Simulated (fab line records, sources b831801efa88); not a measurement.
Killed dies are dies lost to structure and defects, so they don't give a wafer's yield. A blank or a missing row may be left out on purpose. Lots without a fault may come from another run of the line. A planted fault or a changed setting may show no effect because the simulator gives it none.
fab line records | flow gf180mcu
record lots=24 wafers=72 last_day=34
route steps=602 shown SALICIDE@281 V1@350 MIM@522 M5@536 V5@556 PASSIVATION@598
lots that met no fault: from a run of the same line without faults
start_h: hours from the record's first day to the start of the lot's first wafer shown | wait_h: hours since the lot's step before | " the same as in the row above | L1.1+2: a row that stands for several wafers | - no value, or no start given | * or withheld: withheld | < > ~ a bound
route shown NAME@n: a module of which the file shows steps, and the number in the route of the first | usual: mean/standard deviation of fault-free wafers | same: alike in all rows | chamber/n: place in a boat | sites: the reading at each site | _std_site: their standard deviation | _edge_site: outer sites' mean less inner sites' | radius_mm: how far each site lies from the wafer's centre | mask NAME#n: copy n | behind: the tool/chamber that last shaped the wafer | hold: why the lot was held/for how many hours/how that ended | device: the transistor (n, p or np) that didn't switch | end of line: the same wafers' tests at the end of the route | a step without rows: its recipe alone | killed: dies lost to structure and defects at the first sort, not the wafer's yield | map: a wafer's dies, x killed, . not, _ none there
set.NAME: the setting as run; set.NAME@STEP: as run at that earlier step | model.NAME: the simulator's own value behind a step, which no gauge read
steps of the route over a sample of lots; a table a step, a row a wafer
services: from which hour (start_h, from the record's first day; less than 0 if before it) a tool's chamber was out of use, for how many hours, and why
## steps
# step GF_SALICIDE_SPUTTER_03
# recipe material=TiN target_thk_nm=20 power_w=6500 time_s=16.7 chamber_pressure_pa=0.4
# usual throttle_valve_pct=30.4/0.6
# columns lot.wafer tool chamber start_h wait_h throttle_valve_pct
L074.1 pvd_sputter-03 - 334.00 0.0 29.5
L074.4 " - " " 30.0
L074.6 " - " " 30.2
L075.1 pvd_sputter-01 - 342.75 0.0 29.8
L075.2 " - " " 30.5
L075.5 " - " " 30.6
L076.1 pvd_sputter-03 - 349.21 0.0 29.3
L076.5 " - " " 29.7
L076.6 " - " " 30.5
L077.1 pvd_sputter-02 - 367.84 0.0 30.6
L077.2 " - " " 30.2
L077.6 " - " " 29.9
L078.2 pvd_sputter-03 - 375.26 0.0 29.8
L078.4 " - " " 29.9
L078.6 " - " " 30.1
L079.1 pvd_sputter-03 - 385.05 0.0 30.3
L079.5 " - " " 30.1
L079.6 " - " " 29.7
L080.3 pvd_sputter-02 - 390.15 0.0 29.9
L080.4 " - " " 30.5
L080.6 " - " " 30.1
L081.2 pvd_sputter-03 - 393.30 0.0 29.7
L081.3 " - " " 30.0
L081.4 " - " " 29.9
L082.3 pvd_sputter-03 - 414.56 0.0 31.3
L082.5 " - " " 29.4
L082.6 " - " " 30.1
L083.1 pvd_sputter-02 - 415.34 0.0 29.5
L083.3 " - " " 30.5
L083.5 " - " " 30.1
L084.1 pvd_sputter-01 - 424.56 0.0 29.9
L084.3 " - " " 30.8
L084.4 " - " " 30.6
L085.1 pvd_sputter-03 - 432.80 0.0 29.8
L085.5 " - " " 29.8
L085.6 " - " " 31.0
L086.1 pvd_sputter-01 - 444.52 0.0 31.8
L086.2 " - " " 30.9
L086.5 " - " " 31.7
L087.3 pvd_sputter-01 - 456.88 0.0 31.6
L087.4 " - " " 31.1
L087.5 " - " " 31.3
L088.1 pvd_sputter-02 - 475.42 0.0 30.8
L088.2 " - " " 30.6
L088.6 " - " " 30.9
L089.1 pvd_sputter-02 - 479.62 0.0 29.6
L089.4 " - " " 30.4
L089.5 " - " " 29.9
L090.2 pvd_sputter-01 - 483.82 0.0 30.8
L090.3 " - " " 30.6
L090.4 " - " " 31.8
L091.2 pvd_sputter-03 - 493.11 0.0 30.9
L091.3 " - " " 30.0
L091.5 " - " " 30.4
L092.2 pvd_sputter-02 - 503.79 0.0 30.1
L092.4 " - " " 30.6
L092.6 " - " " 30.1
L093.1 pvd_sputter-02 - 505.31 0.0 29.8
L093.2 " - " " 29.4
L093.4 " - " " 30.4
L094.1 pvd_sputter-01 - 514.30 0.0 30.8
L094.3 " - " " 29.6
L094.5 " - " " 31.0
L095.1 pvd_sputter-03 - 520.79 0.0 30.1
L095.3 " - " " 29.8
L095.6 " - " " 30.0
L096.1 pvd_sputter-03 - 525.45 0.0 29.3
L096.2 " - " " 30.9
L096.5 " - " " 29.9
L097.1 pvd_sputter-01 - 534.84 0.0 31.0
L097.2 " - " " 30.5
L097.6 " - " " 29.8
# step GF_V1_OVL_MEAS_15
# usual V1_OVL=-2/6.6
# columns lot.wafer tool chamber start_h wait_h V1_OVL[nm]
L074.1 overlay-01 - 405.23 0.1 -8
L074.4 " - " " -5
L074.6 " - " " 2
L075.1 overlay-02 - 414.03 0.1 -6
L075.2 " - " " -18
L075.5 " - " " 5
L076.1 overlay-01 - 421.89 0.1 -9
L076.5 " - " " -8
L076.6 " - " " -2
L077.1 overlay-01 - 442.99 0.1 -3
L077.2 " - " " 1
L077.6 " - " " 4
L078.2 overlay-01 - 450.56 0.1 5
L078.4 " - " " 6
L078.6 " - " " 5
L079.1 overlay-01 - 461.30 0.1 -2
L079.5 " - " " -6
L079.6 " - " " -6
L080.3 overlay-01 - 467.14 0.1 -4
L080.4 " - " " 6
L080.6 " - " " 5
L081.2 overlay-02 - 469.56 0.1 -7
L081.3 " - " " 5
L081.4 " - " " -8
L082.3 overlay-02 - 490.12 0.1 0
L082.5 " - " " 7
L082.6 " - " " 4
L083.1 overlay-01 - 492.30 0.1 -4
L083.3 " - " " -1
L083.5 " - " " 4
L084.1 overlay-02 - 499.69 0.1 0
L084.3 " - " " 6
L084.4 " - " " -7
L085.1 overlay-01 - 509.58 0.1 -16
L085.5 " - " " -6
L085.6 " - " " -20
L086.1 overlay-01 - 519.79 0.1 0
L086.2 " - " " 2
L086.5 " - " " 2
L087.3 overlay-01 - 531.42 0.1 -2
L087.4 " - " " -6
L087.5 " - " " 3
L088.1 overlay-02 - 549.65 0.1 -1
L088.2 " - " " -6
L088.6 " - " " -10
L089.1 overlay-01 - 552.59 0.1 6
L089.4 " - " " -8
L089.5 " - " " 5
L090.2 overlay-01 - 557.70 0.1 -14
L090.3 " - " " -1
L090.4 " - " " -15
L091.2 overlay-02 - 565.81 0.1 -7
L091.3 " - " " -4
L091.5 " - " " 0
L092.2 overlay-02 - 575.99 0.1 -8
L092.4 " - " " -10
L092.6 " - " " -6
L093.1 overlay-02 - 577.34 0.1 8
L093.2 " - " " 6
L093.4 " - " " 3
L094.1 overlay-02 - 586.39 0.1 -8
L094.3 " - " " -3
L094.5 " - " " -4
L095.1 overlay-01 - 592.70 0.1 6
L095.3 " - " " 4
L095.6 " - " " 2
L096.1 overlay-02 - 596.32 0.1 1
L096.2 " - " " -2
L096.5 " - " " 2
L097.1 overlay-02 - 605.20 0.1 -11
L097.2 " - " " -5
L097.6 " - " " 1
# step GF_MIM_METAL_ETCH_19
# recipe chemistry=Cl2/BCl3 mask_material=NOVOLAK stop_on=Si3N4 target_depth_nm=324.5 pressure_mtorr=8 icp_w=800 bias_w=140 Cl2_flow_sccm=80 bcl3_flow_sccm=40 time_s=54.1
# usual drypump_motor_current_A=5.6/0.34 oes_product_au=0.943/0.0061 throttle_valve_pct=28.282/0.01
# columns lot.wafer tool chamber start_h wait_h drypump_motor_current_A oes_product_au rf_hours_counter_h throttle_valve_pct
L074.1 rie_metal-03 0 579.58 0.1 5.3 0.939 9 28.286
L074.4 " 0 " " 5.3 0.942 - 28.287
L074.6 " 0 " " 5.4 0.941 - 28.277
L075.1 rie_metal-01 0 588.01 0.1 5.9 0.951 11 28.275
L075.2 " 1 " " 5.5 0.945 1 28.270
L075.5 " 1 " " 5.5 0.954 - 28.282
L076.1 rie_metal-03 0 595.48 0.1 5.4 0.938 10 28.296
L076.5 " 0 " " 5.4 0.935 - 28.289
L076.6 " 0 " " 5.4 0.935 - 28.289
L077.1 rie_metal-02 1 613.23 0.1 5.8 0.945 7 28.267
L077.2 " 0 " " 6.1 0.946 8 28.273
L077.6 " 0 " " 6.1 0.946 - 28.285
L078.2 rie_metal-02 1 620.63 0.1 5.7 0.940 7 28.293
L078.4 " 1 " " 5.8 0.936 - 28.293
L078.6 " 1 " " 5.8 0.934 - 28.302
L079.1 rie_metal-03 0 628.86 0.1 5.4 0.946 11 28.287
L079.5 " 0 " " 5.4 0.951 - 28.287
L079.6 " 1 " " 5.1 0.943 - 28.275
L080.3 rie_metal-03 1 634.91 0.1 5.1 0.938 - 28.291
L080.4 " 0 " " 5.3 0.924 - 28.287
L080.6 " 0 " " 5.3 0.933 - 28.291
L081.2 rie_metal-01 0 635.18 0.1 5.9 0.948 12 28.281
L081.3 " 0 " " 5.9 0.948 - 28.291
L081.4 " 1 " " 5.5 0.956 - 28.280
L082.3 rie_metal-02 0 652.05 0.1 6.1 0.946 - 28.269
L082.5 " 0 " " 6.1 0.946 - 28.263
L082.6 " 1 " " 5.8 0.940 - 28.284
L083.1 rie_metal-01 0 653.26 0.1 5.9 0.935 13 28.309
L083.3 " 0 " " 5.9 0.933 - 28.294
L083.5 " 0 " " 5.9 0.937 - 28.282
L084.1 rie_metal-01 0 660.63 0.1 5.9 0.944 13 28.284
L084.3 " 1 " " 5.5 0.947 - 28.283
L084.4 " 0 " " 5.9 0.949 - 28.265
L085.1 rie_metal-01 0 669.68 0.1 5.9 0.952 14 28.279
L085.5 " 0 " " 5.9 0.949 - 28.290
L085.6 " 1 " " 5.5 0.944 - 28.285
L086.1 rie_metal-02 1 678.13 0.1 5.8 0.943 9 28.272
L086.2 " 0 " " 6.1 0.938 10 28.287
L086.5 " 1 " " 5.8 0.944 - 28.303
L087.3 rie_metal-03 0 686.60 0.1 5.4 0.935 - 28.278
L087.4 " 1 " " 5.1 0.946 - 28.286
L087.5 " 1 " " 5.1 0.949 - 28.287
L088.1 rie_metal-01 1 702.83 0.1 5.5 0.944 6 28.267
L088.2 " 1 " " 5.5 0.938 - 28.274
L088.6 " 1 " " 5.5 0.940 - 28.282
L089.1 rie_metal-02 1 703.93 0.1 5.8 0.942 10 28.284
L089.4 " 0 " " 6.1 0.933 - 28.303
L089.5 " 1 " " 5.8 0.941 - 28.272
L090.2 rie_metal-03 0 708.68 0.1 5.4 0.943 14 28.296
L090.3 " 0 " " 5.4 0.946 - 28.274
L090.4 " 1 " " 5.1 0.938 - 28.278
L091.2 rie_metal-02 0 715.08 0.1 6.1 0.940 11 28.278
L091.3 " 0 " " 6.1 0.941 - 28.296
L091.5 " 0 " " 6.1 0.938 - 28.280
L092.2 rie_metal-03 1 725.78 0.1 5.1 0.946 4 28.288
L092.4 " 1 " " 5.1 0.938 - 28.278
L092.6 " 1 " " 5.1 0.945 - 28.291
L093.1 rie_metal-01 1 726.18 0.1 5.5 0.953 7 28.269
L093.2 " 0 " " 5.9 0.935 1 28.279
L093.4 " 0 " " 5.9 0.945 - 28.286
L094.1 rie_metal-03 1 733.43 0.1 5.1 0.954 4 28.276
L094.3 " 1 " " 5.1 0.945 - 28.252
L094.5 " 1 " " 5.1 0.946 - 28.268
L095.1 rie_metal-02 1 737.58 0.1 5.8 0.950 11 28.262
L095.3 " 1 " " 5.8 0.941 - 28.266
L095.6 " 1 " " 5.8 0.944 - 28.279
L096.1 rie_metal-03 1 740.53 0.1 5.1 0.942 5 28.278
L096.2 " 1 " " 5.1 0.938 - 28.280
L096.5 " 1 " " 5.1 0.934 - 28.287
L097.1 rie_metal-02 1 747.18 0.1 5.8 0.949 11 28.265
L097.2 " 0 " " 6.1 0.949 12 28.262
L097.6 " 0 " " 6.1 0.946 - 28.289
# step GF_M5_METAL_ETCH_10
# recipe chemistry=Cl2/BCl3 mask_material=KrF target_depth_nm=627.5 stop_on=SiO2 pressure_mtorr=8 icp_w=800 bias_w=140 Cl2_flow_sccm=80 bcl3_flow_sccm=40 time_s=104.6
# usual drypump_motor_current_A=5.6/0.36 oes_product_au=0.970/0.0067 throttle_valve_pct=28.251/0.011
# columns lot.wafer tool chamber start_h wait_h drypump_motor_current_A oes_product_au rf_hours_counter_h throttle_valve_pct
L074.1 rie_metal-04 0 602.20 0.0 5.1 0.965 8 28.264
L074.4 " 1 " " 5.8 0.956 - 28.255
L074.6 " 1 " " 5.8 0.963 - 28.252
L075.1 rie_metal-02 0 609.25 0.0 6.1 0.966 8 28.246
L075.2 " 1 " " 5.8 0.956 7 28.249
L075.5 " 1 " " 5.8 0.966 - 28.244
L076.1 rie_metal-02 1 617.05 0.0 5.8 0.963 7 28.245
L076.5 " 0 " " 6.1 0.966 - 28.268
L076.6 " 1 " " 5.8 0.959 - 28.252
L077.1 rie_metal-04 0 634.46 0.0 5.0 0.960 9 28.258
L077.2 " 1 " " 5.8 0.966 6 28.259
L077.6 " 1 " " 5.7 0.965 - 28.288
L078.2 rie_metal-01 0 640.95 0.0 5.9 0.970 12 28.241
L078.4 " 0 " " 5.9 0.964 - 28.239
L078.6 " 0 " " 5.9 0.971 - 28.256
L079.1 rie_metal-04 0 649.34 0.0 5.1 0.973 9 28.241
L079.5 " 1 " " 5.8 0.983 - 28.245
L079.6 " 0 " " 5.1 0.967 - 28.259
L080.3 rie_metal-02 1 654.80 0.0 5.8 0.983 - 28.257
L080.4 " 0 " " 6.1 0.975 - 28.242
L080.6 " 0 " " 6.1 0.964 - 28.253
L081.2 rie_metal-04 0 655.50 0.0 5.0 0.982 10 28.224
L081.3 " 1 " " 5.7 0.968 - 28.251
L081.4 " 0 " " 5.0 0.989 - 28.229
L082.3 rie_metal-04 1 672.48 0.0 5.8 0.971 - 28.261
L082.5 " 1 " " 5.7 0.979 - 28.250
L082.6 " 0 " " 5.0 0.972 - 28.235
L083.1 rie_metal-01 1 672.96 0.0 5.5 0.970 4 28.239
L083.3 " 1 " " 5.5 0.970 - 28.247
L083.5 " 1 " " 5.5 0.977 - 28.251
L084.1 rie_metal-01 1 680.35 0.0 5.5 0.964 4 28.253
L084.3 " 0 " " 5.9 0.959 - 28.258
L084.4 " 1 " " 5.5 0.964 - 28.273
L085.1 rie_metal-04 1 688.64 0.0 5.8 0.970 8 28.261
L085.5 " 1 " " 5.7 0.968 - 28.248
L085.6 " 0 " " 5.0 0.970 - 28.249
L086.1 rie_metal-02 1 697.81 0.0 5.8 0.978 9 28.244
L086.2 " 0 " " 6.1 0.975 10 28.246
L086.5 " 1 " " 5.8 0.970 - 28.238
L087.3 rie_metal-01 1 705.83 0.1 5.5 0.972 - 28.273
L087.4 " 1 " " 5.4 0.988 - 28.237
L087.5 " 1 " " 5.5 0.978 - 28.242
L088.1 rie_metal-02 0 721.60 0.0 6.1 0.970 11 28.242
L088.2 " 1 " " 5.8 0.959 10 28.259
L088.6 " 1 " " 5.8 0.970 - 28.247
L089.1 rie_metal-01 1 722.31 0.0 5.5 0.971 7 28.236
L089.4 " 0 " " 5.9 0.965 - 28.256
L089.5 " 0 " " 5.9 0.976 - 28.244
L090.2 rie_metal-04 0 727.20 0.0 5.1 0.971 12 28.252
L090.3 " 0 " " 5.1 0.963 - 28.252
L090.4 " 1 " " 5.7 0.970 - 28.253
L091.2 rie_metal-02 1 733.94 0.0 5.8 0.974 11 28.262
L091.3 " 0 " " 6.1 0.977 - 28.236
L091.5 " 1 " " 5.8 0.976 - 28.248
L092.2 rie_metal-04 0 742.41 0.0 5.0 0.978 13 28.240
L092.4 " 0 " " 5.1 0.969 - 28.257
L092.6 " 0 " " 5.0 0.981 - 28.259
L093.1 rie_metal-01 1 744.40 0.0 5.5 0.970 7 28.248
L093.2 " 0 " " 5.9 0.977 1 28.250
L093.4 " 0 " " 5.9 0.977 - 28.232
L094.1 rie_metal-04 1 750.81 0.0 5.7 0.964 11 28.250
L094.3 " 1 " " 5.8 0.961 - 28.251
L094.5 " 1 " " 5.7 0.968 - 28.262
L095.1 rie_metal-04 1 755.19 0.0 5.8 0.966 11 28.257
L095.3 " 0 " " 5.0 0.959 - 28.258
L095.6 " 0 " " 5.0 0.984 - 28.256
L096.1 rie_metal-04 0 757.61 0.0 5.0 0.956 14 28.278
L096.2 " 1 " " 5.7 0.965 11 28.259
L096.5 " 0 " " 5.0 0.965 - 28.261
L097.1 rie_metal-02 0 763.36 0.0 6.1 0.979 13 28.252
L097.2 " 1 " " 5.8 0.975 12 28.233
L097.6 " 0 " " 6.1 0.981 - 28.235
# step GF_V5_ETCH_16
# recipe chemistry=N2/H2 target_depth_a=withheld overetch_a=withheld time_s=withheld target=BARC ion_energy_ev=200 source_w=500 bias_w=100 pressure_mtorr=30 n2_flow_sccm=100 h2_flow_sccm=200
# usual drypump_motor_current_A=5.6/0.43 oes_product_au=0.854/0.0048 throttle_valve_pct=13.224/0.0097
# columns lot.wafer tool chamber start_h wait_h drypump_motor_current_A oes_product_au throttle_valve_pct
L074.1 rie_diel-02 1 624.52 0.0 5.8 0.846 13.224
L074.4 " 2 " " 5.0 0.854 13.218
L074.6 " 1 " " 5.7 0.853 13.223
L075.1 rie_diel-03 3 631.49 0.0 5.8 0.852 13.214
L075.2 " 1 " " 6.0 0.853 13.242
L075.5 " 2 " " 6.1 0.856 13.237
L076.1 rie_diel-03 1 638.34 0.0 6.0 0.856 13.215
L076.5 " 2 " " 6.2 0.858 13.215
L076.6 " 1 " " 6.0 0.843 13.220
L077.1 rie_diel-02 2 655.84 0.0 5.0 0.858 13.249
L077.2 " 3 " " 5.5 0.859 13.227
L077.6 " 0 " " 5.3 0.849 13.230
L078.2 rie_diel-03 3 662.04 0.0 5.8 0.857 13.225
L078.4 " 0 " " 5.1 0.852 13.240
L078.6 " 1 " " 6.0 0.854 13.208
L079.1 rie_diel-02 1 670.19 0.0 5.7 0.855 13.213
L079.5 " 0 " " 5.3 0.853 13.225
L079.6 " 1 " " 5.8 0.850 13.213
L080.3 rie_diel-02 0 674.84 0.0 5.3 0.852 13.222
L080.4 " 3 " " 5.5 0.855 13.231
L080.6 " 3 " " 5.6 0.847 13.218
L081.2 rie_diel-03 2 675.83 0.0 6.2 0.856 13.256
L081.3 " 3 " " 5.8 0.857 13.235
L081.4 " 0 " " 5.1 0.845 13.235
L082.3 rie_diel-03 3 692.19 0.0 5.8 0.846 13.230
L082.5 " 1 " " 6.0 0.851 13.220
L082.6 " 0 " " 5.1 0.857 13.215
L083.1 rie_diel-02 2 692.73 0.0 5.0 0.857 13.212
L083.3 " 0 " " 5.3 0.861 13.217
L083.5 " 0 " " 5.3 0.854 13.229
L084.1 rie_diel-04 1 700.58 0.0 5.2 0.856 13.219
L084.3 " 3 " " 5.9 0.854 13.221
L084.4 " 3 " " 5.9 0.854 13.217
L085.1 rie_diel-03 3 708.38 0.0 5.9 0.861 13.221
L085.5 " 1 " " 6.0 0.856 13.237
L085.6 " 0 " " 5.1 0.857 13.228
L086.1 rie_diel-03 2 717.28 0.0 6.1 0.854 13.217
L086.2 " 3 " " 5.9 0.858 13.230
L086.5 " 2 " " 6.2 0.862 13.233
L087.3 rie_diel-03 0 725.87 0.0 5.1 0.858 13.232
L087.4 " 2 " " 6.1 0.847 13.209
L087.5 " 1 " " 6.0 0.855 13.222
L088.1 rie_diel-04 2 740.09 0.0 5.3 0.854 13.221
L088.2 " 3 " " 5.9 0.847 13.228
L088.6 " 3 " " 5.9 0.849 13.217
L089.1 rie_diel-03 2 741.39 0.0 6.1 0.852 13.237
L089.4 " 1 " " 6.0 0.869 13.215
L089.5 " 0 " " 5.1 0.855 13.223
L090.2 rie_diel-02 3 745.74 0.0 5.6 0.856 13.222
L090.3 " 2 " " 5.0 0.856 13.239
L090.4 " 0 " " 5.3 0.850 13.216
L091.2 rie_diel-03 3 752.17 0.0 5.8 0.861 13.230
L091.3 " 1 " " 5.9 0.854 13.212
L091.5 " 2 " " 6.2 0.857 13.223
L092.2 rie_diel-04 3 760.12 0.0 5.9 0.851 13.224
L092.4 " 2 " " 5.4 0.861 13.219
L092.6 " 1 " " 5.2 0.841 13.218
L093.1 rie_diel-02 0 761.33 0.0 5.3 0.863 13.215
L093.2 " 3 " " 5.6 0.846 13.241
L093.4 " 2 " " 5.0 0.852 13.211
L094.1 rie_diel-04 3 777.18 0.0 5.9 0.851 13.221
L094.3 " 0 " " 6.6 0.852 13.229
L094.5 " 1 " " 5.2 0.848 13.208
L096.1 rie_diel-03 0 777.53 0.0 5.1 0.852 13.243
L096.2 " 2 " " 6.2 0.857 13.228
L096.5 " 3 " " 5.8 0.859 13.224
L095.1 rie_diel-02 1 777.69 0.0 5.7 0.849 13.205
L095.3 " 3 " " 5.5 0.851 13.221
L095.6 " 2 " " 5.0 0.856 13.223
L097.1 rie_diel-02 1 781.14 0.0 5.8 0.855 13.237
L097.2 " 0 " " 5.2 0.861 13.221
L097.6 " 2 " " 5.0 0.848 13.228
# step GF_PASSIVATION_ETCH_11
# recipe chemistry=CF4/O2 target_depth_nm=1800 stop_on=TiN source_w=800 bias_w=150 pressure_mtorr=150 cf4_flow_sccm=80 O2_flow_sccm=10 time_s=400
# usual drypump_motor_current_A=5.6/0.36 oes_product_au=0.961/0.0076 throttle_valve_pct=5.960/0.0092
# columns lot.wafer tool chamber start_h wait_h drypump_motor_current_A oes_product_au rf_hours_counter_h throttle_valve_pct
L074.1 rie_diel-02 0 666.68 - 5.3 0.958 21 5.947
L074.4 " 2 " " 5.0 0.958 36 5.942
L074.6 " 2 " " 5.0 0.967 - 5.948
L075.1 rie_diel-04 1 673.71 - 5.1 0.955 58 5.948
L075.2 " 0 " " 6.6 0.963 62 5.957
L075.5 " 3 " " 5.9 0.978 - 5.955
L076.1 rie_diel-02 1 680.43 - 5.7 0.964 3 5.955
L076.5 " 3 " " 5.5 0.969 - 5.962
L076.6 " 2 " " 5.0 0.955 - 5.952
L077.1 rie_diel-01 1 696.93 - 5.9 0.957 12 5.963
L077.2 " 2 " " 5.4 0.955 25 5.962
L077.6 " 3 " " 5.7 0.966 - 5.965
L078.2 rie_diel-01 2 709.03 - 5.4 0.962 26 5.953
L078.4 " 0 " " 5.7 0.965 12 5.968
L078.6 " 2 " " 5.4 0.969 - 5.964
L079.1 rie_diel-04 2 710.43 - 5.3 0.960 4 5.952
L079.5 " 3 " " 5.9 0.965 - 5.956
L079.6 " 1 " " 5.2 0.962 - 5.949
L080.3 rie_diel-04 3 714.93 - 5.9 0.953 13 5.960
L080.4 " 1 " " 5.1 0.959 - 5.967
L080.6 " 3 " " 5.9 0.966 - 5.954
L081.2 rie_diel-02 0 715.43 - 5.2 0.955 23 5.968
L081.3 " 1 " " 5.8 0.941 4 5.953
L081.4 " 2 " " 5.0 0.963 38 5.945
L082.3 rie_diel-02 1 730.18 - 5.7 0.960 4 5.968
L082.5 " 0 " " 5.2 0.966 - 5.968
L082.6 " 3 " " 5.6 0.964 - 5.975
L083.1 rie_diel-01 1 731.86 - 5.9 0.953 13 5.947
L083.3 " 3 " " 5.7 0.960 2 5.956
L083.5 " 1 " " 5.9 0.973 - 5.962
L084.1 rie_diel-01 0 738.18 - 5.6 0.957 13 5.952
L084.3 " 3 " " 5.7 0.968 2 5.975
L084.4 " 2 " " 5.4 0.980 27 5.973
L085.1 rie_diel-01 0 746.56 - 5.6 0.964 13 5.963
L085.5 " 3 " " 5.7 0.957 - 5.969
L085.6 " 0 " " 5.6 0.968 - 5.955
L086.1 rie_diel-01 3 754.31 - 5.7 0.963 3 5.961
L086.2 " 0 " " 5.6 0.962 13 5.952
L086.5 " 3 " " 5.7 0.967 - 5.957
L087.3 rie_diel-04 2 761.53 - 5.3 0.956 7 5.970
L087.4 " 0 " " 6.5 0.974 2 5.953
L087.5 " 2 " " 5.3 0.960 - 5.954
L088.1 rie_diel-02 3 774.56 - 5.6 0.965 14 5.959
L088.2 " 0 " " 5.3 0.958 25 5.970
L088.6 " 0 " " 5.2 0.969 - 5.956
L089.1 rie_diel-02 0 775.78 - 5.3 0.968 25 5.961
L089.4 " 1 " " 5.7 0.963 6 5.956
L089.5 " 3 " " 5.6 0.964 - 5.951
L090.2 rie_diel-01 1 780.63 - 5.9 0.956 16 5.961
L090.3 " 0 " " 5.6 0.952 14 5.965
L090.4 " 2 " " 5.4 0.955 29 5.971
L091.2 rie_diel-04 1 785.66 - 5.2 0.951 2 5.970
L091.3 " 0 " " 6.6 0.963 3 5.962
L091.5 " 3 " " 5.9 0.948 - 5.947
L092.2 rie_diel-04 0 795.06 - 6.5 0.954 3 5.948
L092.4 " 1 " " 5.2 0.965 2 5.961
L092.6 " 3 " " 5.9 0.960 - 5.965
L093.1 rie_diel-04 2 796.48 - 5.4 0.949 9 5.967
L093.2 " 0 " " 6.6 0.957 3 5.962
L093.4 " 1 " " 5.1 0.968 2 5.972
L094.1 rie_diel-02 0 810.43 - 5.3 0.954 27 5.970
L094.3 " 1 " " 5.7 0.951 7 5.954
L094.5 " 1 " " 5.7 0.971 - 5.968
L096.1 rie_diel-01 2 810.96 - 5.4 0.958 31 5.965
L096.2 " 1 " " 5.9 0.953 17 5.947
L096.5 " 2 " " 5.4 0.958 - 5.961
L095.1 rie_diel-02 1 811.37 - 5.7 0.958 7 5.971
L095.3 " 2 " " 5.0 0.963 0 5.959
L095.6 " 0 " " 5.3 0.966 - 5.956
L097.1 rie_diel-04 1 814.12 - 5.2 0.960 4 5.939
L097.2 " 3 " " 5.9 0.962 19 5.959
L097.6 " 1 " " 5.2 0.960 - 5.957
## services
# columns tool chamber start_h hours kind
rie_metal-02 - 338.95 2.8 pm
rie_diel-02 1 340.27 4.1 repair
rie_metal-04 0 365.83 20.8 repair
rie_diel-03 0 385.96 9.1 repair
rie_diel-03 3 386.44 5.8 repair
rie_diel-04 1 392.67 1.6 repair
rie_diel-04 3 422.66 10.5 repair
rie_metal-01 1 442.08 20.6 repair
rie_diel-02 0 442.80 2.3 repair
rie_diel-04 3 481.82 20.3 repair
rie_diel-04 0 493.57 55.9 repair
rie_metal-02 1 507.29 12.0 repair
rie_metal-02 - 543.86 4.3 pm
rie_diel-02 3 556.00 2.6 repair
rie_diel-02 2 573.38 14.9 repair
rie_diel-04 3 622.86 6.1 repair
rie_metal-01 1 644.12 10.4 repair
rie_metal-02 - 675.17 0.6 repair
rie_diel-02 0 698.21 6.7 repair
rie_diel-02 - 698.85 14.6 pm
rie_diel-04 0 763.76 11.7 repair
rie_diel-04 1 769.05 2.8 repair
rie_metal-01 1 781.92 4.2 repair
rie_diel-04 - 808.99 0.7 repair
## key
fault none
